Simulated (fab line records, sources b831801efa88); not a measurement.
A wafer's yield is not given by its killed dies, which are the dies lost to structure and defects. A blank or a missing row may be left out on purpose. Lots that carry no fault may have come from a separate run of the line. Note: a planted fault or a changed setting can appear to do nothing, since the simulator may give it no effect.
Which of the tools did it? | flow gf180mcu | 72 wafers from 24 lots sampled at 5 of the route's 602 steps

## WHAT EACH GAUGE READ, for each wafer
GF_V4_OVL_MEAS_15.
lot  | measured     | on         | V4_OVL (nm)
L074 | day 24 22:52 | overlay-01 | 7 2 5
L075 | day 25 10:01 | overlay-02 | -8 -1 -8
L076 | day 25 14:31 | overlay-01 | 0 7 1
L077 | day 25 17:37 | overlay-01 | -5 2 6
L079 | day 25 23:46 | overlay-01 | 6 2 5
L078 | day 26 04:04 | overlay-02 | 2 2 7
L080 | day 26 13:41 | overlay-01 | 2 -1 -4
L081 | day 26 21:22 | overlay-01 | -3 1 -2
L082 | day 27 02:28 | overlay-01 | -7 5 4
L083 | day 27 06:07 | overlay-02 | -1 2 -3
L084 | day 27 21:04 | overlay-02 | -5 -1 12
L085 | day 28 05:04 | overlay-01 | 1 -4 -5
L086 | day 28 13:46 | overlay-02 | 10 4 3
L087 | day 28 16:52 | overlay-02 | 0 6 3
L088 | day 28 20:40 | overlay-01 | -4 -3 -5
L089 | day 29 11:46 | overlay-01 | -5 -5 -6
L090 | day 29 12:31 | overlay-01 | 2 -5 -3
L091 | day 29 21:22 | overlay-01 | 6 -3 -7
L092 | day 29 21:28 | overlay-02 | 5 5 9
L093 | day 30 11:10 | overlay-01 | -3 1 3
L094 | day 30 13:49 | overlay-02 | 1 -2 -1
L095 | day 31 01:37 | overlay-02 | 0 -5 -5
L096 | day 31 04:13 | overlay-01 | 2 4 0
L097 | day 31 08:40 | overlay-01 | 6 3 5

GF_MIM_THK_MEAS_06.
lot  | measured     | on           | MIM_CVD_05_THK (nm)
L074 | day 25 01:09 | filmMetro-01 | 41.1 42.6 42.1
L075 | day 25 12:02 | filmMetro-01 | 41.7 41.6 42.6
L076 | day 25 16:15 | filmMetro-01 | 42.0 42.5 42.4
L077 | day 25 19:23 | filmMetro-04 | 42.1 42.1 42.0
L079 | day 26 01:25 | filmMetro-04 | 41.3 41.6 41.7
L078 | day 26 05:43 | filmMetro-01 | 42.4 42.7 42.4
L080 | day 26 15:20 | filmMetro-02 | 41.7 42.6 42.5
L081 | day 26 23:17 | filmMetro-01 | 42.4 43.0 42.8
L082 | day 27 04:08 | filmMetro-02 | 41.8 42.6 43.1
L083 | day 27 07:49 | filmMetro-01 | 41.9 41.9 42.2
L084 | day 27 22:46 | filmMetro-04 | 41.5 41.4 42.1
L085 | day 28 06:43 | filmMetro-04 | 42.1 42.4 43.4
L086 | day 28 15:26 | filmMetro-04 | 41.3 41.7 42.3
L087 | day 28 18:31 | filmMetro-04 | 41.4 43.0 42.4
L088 | day 28 22:19 | filmMetro-04 | 41.4 41.3 42.3
L089 | day 29 13:32 | filmMetro-01 | 41.7 42.2 42.5
L090 | day 29 14:18 | filmMetro-02 | 41.6 42.1 42.2
L091 | day 29 23:02 | filmMetro-01 | 41.2 42.9 42.3
L092 | day 29 23:10 | filmMetro-02 | 41.7 42.0 42.0
L093 | day 30 12:50 | filmMetro-04 | 41.5 41.8 41.9
L094 | day 30 15:28 | filmMetro-02 | 42.1 42.6 42.5
L095 | day 31 03:20 | filmMetro-01 | 41.8 42.4 43.1
L096 | day 31 05:53 | filmMetro-01 | 41.9 41.1 41.8
L097 | day 31 10:19 | filmMetro-01 | 42.0 42.6 42.7

## TOOL THAT RAN EACH LOT (tool first, then ch and the chambers of the sampled wafers, then the start)
lot  | GF_M3_METAL_ETCH_16              | GF_V3_SPUTTER_22            | GF_V4_ETCH_16
L074 | rieMetal-01 ch 0,1, day 21 21:51 | pvdSputter-02, day 22 23:32 | rieDiel-01 ch 0,2, day 24 22:54
L075 | rieMetal-04 ch 0, day 22 10:20   | pvdSputter-03, day 23 11:55 | rieDiel-04 ch 1,3, day 25 10:03
L076 | rieMetal-01 ch 0,1, day 22 14:46 | pvdSputter-03, day 23 16:23 | rieDiel-03 ch 1,2, day 25 14:33
L077 | rieMetal-01 ch 0,1, day 22 19:30 | pvdSputter-02, day 23 19:58 | rieDiel-01 ch 0,1,3, day 25 17:39
L079 | rieMetal-01 ch 0,1, day 23 01:26 | pvdSputter-02, day 24 01:52 | rieDiel-01 ch 0,2,3, day 25 23:48
L078 | rieMetal-03 ch 0,1, day 23 05:05 | pvdSputter-03, day 24 06:26 | rieDiel-03 ch 1,3, day 26 04:06
L080 | rieMetal-04 ch 0,1, day 23 16:23 | pvdSputter-02, day 24 16:50 | rieDiel-03 ch 0,3, day 26 13:42
L081 | rieMetal-01 ch 0,1, day 24 01:26 | pvdSputter-03, day 25 01:28 | rieDiel-01 ch 0,2,3, day 26 21:24
L082 | rieMetal-03 ch 0,1, day 24 07:17 | pvdSputter-02, day 25 06:59 | rieDiel-01 ch 0,1,3, day 27 02:30
L083 | rieMetal-03 ch 0,1, day 24 10:42 | pvdSputter-02, day 25 10:07 | rieDiel-04 ch 0,1,3, day 27 06:09
L084 | rieMetal-04 ch 0,1, day 25 03:15 | pvdSputter-02, day 26 02:04 | rieDiel-03 ch 1,2,3, day 27 21:06
L085 | rieMetal-03 ch 0,1, day 25 11:03 | pvdSputter-02, day 26 10:29 | rieDiel-03 ch 1,2,3, day 28 05:06
L086 | rieMetal-03 ch 0,1, day 25 18:38 | pvdSputter-03, day 26 17:40 | rieDiel-04 ch 0,1,2, day 28 13:48
L087 | rieMetal-04 ch 0,1, day 26 00:36 | pvdSputter-03, day 26 23:10 | rieDiel-03 ch 0,2,3, day 28 16:54
L088 | rieMetal-01 ch 0,1, day 26 04:59 | pvdSputter-03, day 27 04:04 | rieDiel-04 ch 1,2,3, day 28 20:42
L089 | rieMetal-01 ch 0,1, day 26 17:00 | pvdSputter-01, day 27 16:50 | rieDiel-04 ch 1,2, day 29 11:48
L090 | rieMetal-01 ch 0,1, day 26 20:33 | pvdSputter-02, day 27 17:56 | rieDiel-04 ch 0,3, day 29 12:33
L091 | rieMetal-01 ch 1, day 27 06:34   | pvdSputter-02, day 28 03:19 | rieDiel-01 ch 0,1,3, day 29 21:24
L092 | rieMetal-03 ch 1, day 27 07:21   | pvdSputter-01, day 28 04:31 | rieDiel-03 ch 2,3, day 29 21:30
L093 | rieMetal-04 ch 0,1, day 27 20:58 | pvdSputter-02, day 28 18:19 | rieDiel-03 ch 0,2,3, day 30 11:12
L094 | rieMetal-04 ch 0,1, day 27 23:44 | pvdSputter-01, day 28 21:31 | rieDiel-04 ch 0,2,3, day 30 13:51
L095 | rieMetal-03 ch 0,1, day 28 13:30 | pvdSputter-03, day 29 10:07 | rieDiel-04 ch 1,2,3, day 31 01:39
L096 | rieMetal-01 ch 0,1, day 28 15:09 | pvdSputter-03, day 29 12:43 | rieDiel-03 ch 0,2,3, day 31 04:15
L097 | rieMetal-01 ch 0,1, day 28 19:57 | pvdSputter-01, day 29 16:55 | rieDiel-03 ch 0,1,3, day 31 08:42
- GF_M3_METAL_ETCH_16: etches the open film in Cl2/BCl3, stops on SiO2, target depth 627.5 nm, time 104.6 s.
- GF_V3_SPUTTER_22: material TiN, target thk 10 nm, time 40 s.
- GF_V4_ETCH_16: etches BARC in N2/H2.

## AS READ BY THE TOOLS THEMSELVES (means over the sampled wafers that have a number; for cases with no such wafer, the mark the record gives instead)
GF_M3_METAL_ETCH_16.
lot  | tool        | drypumpMotorCurrentA (A) | heBacksideLeakSccm (sccm) | oesProductAu (a.u.) | throttleValvePct (%)
L074 | rieMetal-01 | 5.6                      | 3.19                      | 0.973               | 28.243
L075 | rieMetal-04 | 5.7                      | 3.25                      | 0.973               | 28.249
L076 | rieMetal-01 | 5.6                      | 3.32                      | 0.973               | 28.252
L077 | rieMetal-01 | 5.6                      | 3.24                      | 0.974               | 28.262
L079 | rieMetal-01 | 5.6                      | 3.35                      | 0.979               | 28.244
L078 | rieMetal-03 | 5.1                      | 3.26                      | 0.977               | 28.249
L080 | rieMetal-04 | 6.0                      | 3.33                      | 0.980               | 28.248
L081 | rieMetal-01 | 5.6                      | 3.00                      | 0.975               | 28.242
L082 | rieMetal-03 | 5.1                      | 3.25                      | 0.976               | 28.250
L083 | rieMetal-03 | 5.1                      | 3.26                      | 0.973               | 28.240
L084 | rieMetal-04 | 5.8                      | 3.40                      | 0.979               | 28.247
L085 | rieMetal-03 | 5.1                      | 3.24                      | 0.971               | 28.255
L086 | rieMetal-03 | 5.1                      | 3.23                      | 0.980               | 28.240
L087 | rieMetal-04 | 5.8                      | 3.35                      | 0.977               | 28.255
L088 | rieMetal-01 | 5.6                      | 3.23                      | 0.969               | 28.254
L089 | rieMetal-01 | 5.6                      | 3.18                      | 0.975               | 28.247
L090 | rieMetal-01 | 5.6                      | 3.20                      | 0.970               | 28.255
L091 | rieMetal-01 | 5.7                      | 2.99                      | 0.972               | 28.251
L092 | rieMetal-03 | 5.7                      | 3.43                      | 0.973               | 28.232
L093 | rieMetal-04 | 5.9                      | 3.38                      | 0.975               | 28.257
L094 | rieMetal-04 | 6.0                      | 3.54                      | 0.973               | 28.247
L095 | rieMetal-03 | 5.4                      | 3.37                      | 0.975               | 28.231
L096 | rieMetal-01 | 5.6                      | 3.19                      | 0.970               | 28.254
L097 | rieMetal-01 | 5.6                      | 3.02                      | 0.974               | 28.242

GF_V3_SPUTTER_22.
lot  | tool          | throttleValvePct (%)
L074 | pvdSputter-02 | 30.0
L075 | pvdSputter-03 | 30.4
L076 | pvdSputter-03 | 30.4
L077 | pvdSputter-02 | 29.3
L079 | pvdSputter-02 | 29.5
L078 | pvdSputter-03 | 30.5
L080 | pvdSputter-02 | 29.1
L081 | pvdSputter-03 | 30.2
L082 | pvdSputter-02 | 29.7
L083 | pvdSputter-02 | 30.1
L084 | pvdSputter-02 | 30.0
L085 | pvdSputter-02 | 29.4
L086 | pvdSputter-03 | 30.2
L087 | pvdSputter-03 | 30.5
L088 | pvdSputter-03 | 30.4
L089 | pvdSputter-01 | 29.7
L090 | pvdSputter-02 | 29.0
L091 | pvdSputter-02 | 29.0
L092 | pvdSputter-01 | 29.6
L093 | pvdSputter-02 | 30.1
L094 | pvdSputter-01 | 30.0
L095 | pvdSputter-03 | 30.8
L096 | pvdSputter-03 | 30.1
L097 | pvdSputter-01 | 29.8

GF_V4_ETCH_16.
lot  | tool       | drypumpMotorCurrentA (A) | n2FlowSccm (sccm) | oesProductAu (a.u.) | throttleValvePct (%)
L074 | rieDiel-01 | 4.9                      | 100.07            | 0.853               | 13.232
L075 | rieDiel-04 | 6.3                      | 100.01            | 0.854               | 13.231
L076 | rieDiel-03 | 5.2                      | 100.17            | 0.854               | 13.231
L077 | rieDiel-01 | 5.8                      | 100.30            | 0.858               | 13.228
L079 | rieDiel-01 | 5.4                      | 99.94             | 0.856               | 13.226
L078 | rieDiel-03 | 5.5                      | 100.30            | 0.851               | 13.225
L080 | rieDiel-03 | 5.5                      | 99.94             | 0.860               | 13.235
L081 | rieDiel-01 | 5.4                      | 100.09            | 0.857               | 13.219
L082 | rieDiel-01 | 5.8                      | 99.92             | 0.853               | 13.237
L083 | rieDiel-04 | 5.8                      | 99.85             | 0.857               | 13.230
L084 | rieDiel-03 | 5.3                      | 99.96             | 0.851               | 13.225
L085 | rieDiel-03 | 5.3                      | 99.82             | 0.849               | 13.220
L086 | rieDiel-04 | 5.8                      | 100.20            | 0.855               | 13.219
L087 | rieDiel-03 | 5.2                      | 99.80             | 0.857               | 13.218
L088 | rieDiel-04 | 6.3                      | 99.91             | 0.856               | 13.227
L089 | rieDiel-04 | 6.1                      | 100.13            | 0.850               | 13.228
L090 | rieDiel-04 | 5.9                      | 100.00            | 0.853               | 13.219
L091 | rieDiel-01 | 5.8                      | 100.17            | 0.858               | 13.220
L092 | rieDiel-03 | 5.4                      | 100.19            | 0.855               | 13.231
L093 | rieDiel-03 | 5.2                      | 100.05            | 0.854               | 13.228
L094 | rieDiel-04 | 5.8                      | 100.10            | 0.855               | 13.217
L095 | rieDiel-04 | 6.3                      | 100.08            | 0.853               | 13.219
L096 | rieDiel-03 | 5.2                      | 99.92             | 0.854               | 13.218
L097 | rieDiel-03 | 5.4                      | 99.75             | 0.854               | 13.232

## THE ANSWER, worked out from the rows above alone
Rule: the lots themselves supply what counts as usual. Put in order of their means at a reading, lots are off if they are a third of the lots or fewer, leave a main group of 4 or more, and stand apart from it by a gap of 3 or more times the standard deviation of the main group's means; of several such gaps the widest counts. Not used: any main group whose means are identical at the precision the tables above print for the reading. A lot without any number at a reading at which 4 lots or more have one is off too. The other lots that the step has rows for count as sound. First the gauges in route order, then the tools' own readings, where a lot's mean is used as printed above. The first step at which some lot is off is used, and at that step the reading that is off furthest; a lot without a number counts as furthest.
No lot is off at any reading shown: from this, nothing can be told.

## WHAT THE SIMULATOR PUT IN
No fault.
